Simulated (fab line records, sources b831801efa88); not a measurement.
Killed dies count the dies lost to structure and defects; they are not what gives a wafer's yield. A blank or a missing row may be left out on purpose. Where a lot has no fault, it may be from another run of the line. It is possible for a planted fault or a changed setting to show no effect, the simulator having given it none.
What tool caused it? | flow gf180mcu | 11 lots with 32 wafers sampled at 4 steps, on a route of 602 steps

WHAT THE GAUGES READ, wafer by wafer
GF_VT_IMPLANT_RS_MEAS_48: measurement is done with a four-point probe.
lot  | measured     | on            | LVPWELL_RS (ohm/sq)
L530 | day 7 13:19  | film metro-01 | 1200.9 1198.4 1198.6
L531 | day 7 19:51  | film metro-02 | 1198.8 1198.1 1198.1
L532 | day 8 02:34  | film metro-01 | 1198.2 1197.9 1199.7
L538 | day 9 18:01  | film metro-02 | 1199.5 1199.5 1198.9
L540 | day 10 06:05 | film metro-01 | 1195.1 1195.8 1194.3
L541 | day 10 16:08 | film metro-02 | 1197.7 1195.2 1196.5
L542 | day 10 23:18 | film metro-02 | 1200.1 1200.5 1200.2
L543 | day 11 07:39 | film metro-02 | 1201.0 1194.7 1201.0
L550 | day 13 07:40 | film metro-01 | 1264.8 1198.8
L551 | day 13 09:49 | film metro-02 | 1197.0 1266.8 1196.1
L553 | day 14 08:58 | film metro-02 | 1198.0 1199.1 1201.2

WHAT TOOL EACH LOT RAN ON (gives the tool, then ch and the chambers of the sampled wafers, and finally the start)
lot  | GF_NWELL_STRIP_10                   | GF_LVPWELL_IMPLANT_08          | GF_VT_IMPLANT_RTA_45
L530 | plasma asher-03 ch 0,1, day 3 07:49 | implanter-02 ch 0, day 3 20:59 | rtp anneal-02 ch 0, day 7 12:58
L531 | plasma asher-04 ch 0,1, day 3 13:32 | implanter-01 ch 0, day 4 02:43 | rtp anneal-02 ch 0, day 7 19:30
L532 | plasma asher-02 ch 0,1, day 3 18:28 | implanter-02 ch 0, day 4 07:49 | rtp anneal-01 ch 0, day 8 02:14
L538 | plasma asher-02 ch 0, day 5 03:15   | implanter-03 ch 0, day 5 16:53 | rtp anneal-01 ch 0, day 9 17:40
L540 | plasma asher-04 ch 0,1, day 5 14:01 | implanter-02 ch 0, day 6 04:19 | rtp anneal-02 ch 0, day 10 05:45
L541 | plasma asher-03 ch 0,1, day 5 22:21 | implanter-03 ch 0, day 6 12:47 | rtp anneal-02 ch 0, day 10 15:48
L542 | plasma asher-03 ch 0,1, day 6 02:45 | implanter-01 ch 0, day 6 17:21 | rtp anneal-02 ch 0, day 10 22:58
L543 | plasma asher-04 ch 0,1, day 6 08:41 | implanter-02 ch 0, day 7 00:05 | rtp anneal-02 ch 0, day 11 07:18
L550 | plasma asher-04 ch 0,1, day 7 23:08 | implanter-02 ch 0, day 8 16:07 | rtp anneal-02 ch 0, day 13 07:19
L551 | plasma asher-03 ch 0,1, day 8 02:58 | implanter-02 ch 0, day 8 18:57 | rtp anneal-02 ch 0, day 13 09:28
L553 | plasma asher-04 ch 0,1, day 8 19:53 | implanter-01 ch 0, day 9 12:35 | rtp anneal-01 ch 0, day 14 08:38
- GF_NWELL_STRIP_10: strips in O2/N2.
- GF_LVPWELL_IMPLANT_08
- GF_VT_IMPLANT_RTA_45: time 30 s.

THE ANSWER, worked out from the rows above alone
Rule: the usual values come from the lots themselves. The widest of any qualifying gaps counts: lots, ordered by their means at a reading, are off when they make up no more than a third of the lots, leave a main group of 4 or more, and stand apart from it by 3 or more times the standard deviation of that group's means. The tables above print the reading to a certain number of digits; a main group whose means all agree to those digits is not used. Also off: a lot with no number at a reading for which 4 or more lots have one. All remaining lots with rows at the step are treated as sound.
Off: L550, L551, seen at GF_VT_IMPLANT_RS_MEAS_48 (LVPWELL_RS). Mean 1198.4 ohm/sq and standard deviation 1.5 in the main group.
A tool fits if, at a process step before that reading, it ran every lot that is off, and no sound lot after the first of them. The gauges at GF_VT_IMPLANT_RS_MEAS_48 are tried like those tools. 2 tools fit, implanter-02 at GF_LVPWELL_IMPLANT_08 and rtp anneal-02 at GF_VT_IMPLANT_RTA_45, so this cannot tell which one it is.

WHAT THE SIMULATOR HAD PUT IN
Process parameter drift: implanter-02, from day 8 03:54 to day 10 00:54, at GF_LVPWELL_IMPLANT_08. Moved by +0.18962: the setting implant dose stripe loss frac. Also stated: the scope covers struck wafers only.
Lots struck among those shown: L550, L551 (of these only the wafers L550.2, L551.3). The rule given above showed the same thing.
